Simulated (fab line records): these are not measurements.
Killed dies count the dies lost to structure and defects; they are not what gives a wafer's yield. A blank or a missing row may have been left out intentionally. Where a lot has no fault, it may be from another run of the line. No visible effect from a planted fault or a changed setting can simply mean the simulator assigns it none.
Struck lot and sound lot, side by side | flow gf180mcu | 17 out of 602 route steps
Sound: the wafers L511.1, L511.2, L511.6. Struck: wafer L530.6 (left out: L530.1, L530.3 of the same lot, which were not struck); the cause appears at the end.
At each step with rows: each side's tool, then ch and its chambers, then its first start. Under that, the readings that differ: sound wafers | struck wafers | difference of the means | sigmas: that difference in standard deviations of wafers without a fault.
alike: readings whose means differ by less than 2 such deviations, and words and numbers that are the same on both sides. not compared: withheld readings, readings that some wafer has no value for, bounds like >300 that may hide the same value, and numbers for which the record gives no deviation and whose values overlap.
Wherever a step has rows on one side only, a row that says differs or no value, or a row with sigmas, the two part there. Numbers that have no deviation but don't overlap get no sigmas and don't part them. A reading that every wafer of one side lacks parts them only if that side has two wafers or more.

first, 3 steps without rows for these wafers: GF_V1_EXPOSE_11 (exposes mask Via1, target cd 260 nm); GF_V1_PEB_12 (peb time 90 s); GF_V1_DEVELOP_13 (develop time 60 s).
GF_V1_CD_MEAS_14 targets a cd of 260 nm.
  sound on cd-sem-02, day 18 12:48; struck on cd-sem-01, day 25 08:08
  reading    | sound             | struck | difference | sigmas
  cd-nm (nm) | 259.7 261.2 260.2 | 257.5  | -2.9       | -2
GF_V1_OVL_MEAS_15:
  sound on overlay-01, day 18 12:55; struck on overlay-01, day 25 08:15
  reading     | sound      | struck | difference | sigmas
  V1_OVL (nm) | -9 -12 -10 | 1      | +11        | +2
GF_V1_ETCH_16: etches BARC in N2/H2.
  sound on rie-diel-01 ch 0,1,3, day 18 12:58; struck on rie-diel-04 ch 2, day 25 08:17
  reading                | sound                | struck | difference | sigmas
  h2-flow-sccm (sccm)    | 199.8 198.9 199.5    | 200.6  | +1.2       | +2
  oes-product-au (a.u.)  | 0.857 0.859 0.853    | 0.866  | +0.010     | +2
  throttle-valve-pct (%) | 13.217 13.230 13.230 | 13.248 | +0.022     | +2
  alike: drypump-motor-current-A, rf-fwd-power-W
GF_V1_ETCH_17: etches SiO2 in C4F8/O2/Ar, stops on TiN, target depth 630 nm.
  sound: rie-diel-01 ch 0,1,3; struck: rie-diel-04 ch 2
  reading               | sound             | struck | difference | sigmas
  oes-product-au (a.u.) | 0.851 0.858 0.859 | 0.844  | -0.012     | -3
  alike: rf-fwd-power-W
GF_V1_STRIP_18: strips in O2/N2.
  sound on plasma-asher-02 ch 0,1, day 18 13:05; struck on plasma-asher-04 ch 1, day 25 08:25
  alike: drypump-motor-current-A, heater-power-w, oes-product-au
  not compared: rf-hours-counter-h
then, 2 steps without rows for these wafers: GF_V1_STRIP_19 (strips in post etch residue remover, time 1200 s); GF_V1_CLEAN_20 (cleans in DIW).
GF_V1_SPUTTER_21: material Ti, target thk 15 nm, time 80.02 s.
  sound on pvd-sputter-01, day 18 13:37; struck on pvd-sputter-03, day 25 08:59
  alike: chamber-pressure-pa, throttle-valve-pct
then, 1 step without rows for these wafers: GF_V1_SPUTTER_22 (material TiN, target thk 10 nm, time 40 s).
GF_V1_CVD_23: deposits W, target thk 350 nm, time 105.05 s.
  sound on cvd-w-02 ch 0,1, day 18 13:43; struck on cvd-w-02 ch 0, day 25 09:05
  reading                          | sound             | struck | difference | sigmas
  model.W_of_V1_CVD_23.thk-nm (nm) | 345.5 349.8 351.4 | 330.9  | -18.0      |
  alike: chamber-pressure-Torr, heater-power-w
GF_V1_RS_MEAS_24: a four-point-probe measurement.
  sound on film-metro-01, day 18 13:50; struck on film-metro-01, day 25 09:12
  reading          | sound             | struck | difference | sigmas
  V1_W_RS (ohm/sq) | 0.332 0.328 0.326 | 0.346  | +0.017     | +5
GF_V1_THK_MEAS_25: measures by xrf.
  sound on film-metro-01, day 18 13:57; struck on film-metro-01, day 25 09:19
  reading       | sound       | struck | difference | sigmas
  V1_W_THK (nm) | 338 340 343 | 328    | -12        | -2
GF_V1_CMP_26: polishes, stops on SiO2, t overpolish 15 s, target thk 0 nm.
  sound on cmp-01 ch 2,3, day 18 14:01; struck on cmp-02 ch 2, day 25 09:29
  alike: motor-current-A, overpolish-run-s, time-to-endpoint-s
-- the record jumps here: 9 days lie between the struck wafers' starts before and after (it left off in module V1 and takes up again in module PASSIVATION, whose first step shown is number 602 of the route) --
GF_PASSIVATION_PROBE_99:
  the record has rows for the struck wafers here (prober-01, day 34 09:09) and none for the sound ones

## WHERE THEY PART
First at GF_V1_CD_MEAS_14; last, within this record, at GF_PASSIVATION_PROBE_99.

WHY: what the simulator had put in
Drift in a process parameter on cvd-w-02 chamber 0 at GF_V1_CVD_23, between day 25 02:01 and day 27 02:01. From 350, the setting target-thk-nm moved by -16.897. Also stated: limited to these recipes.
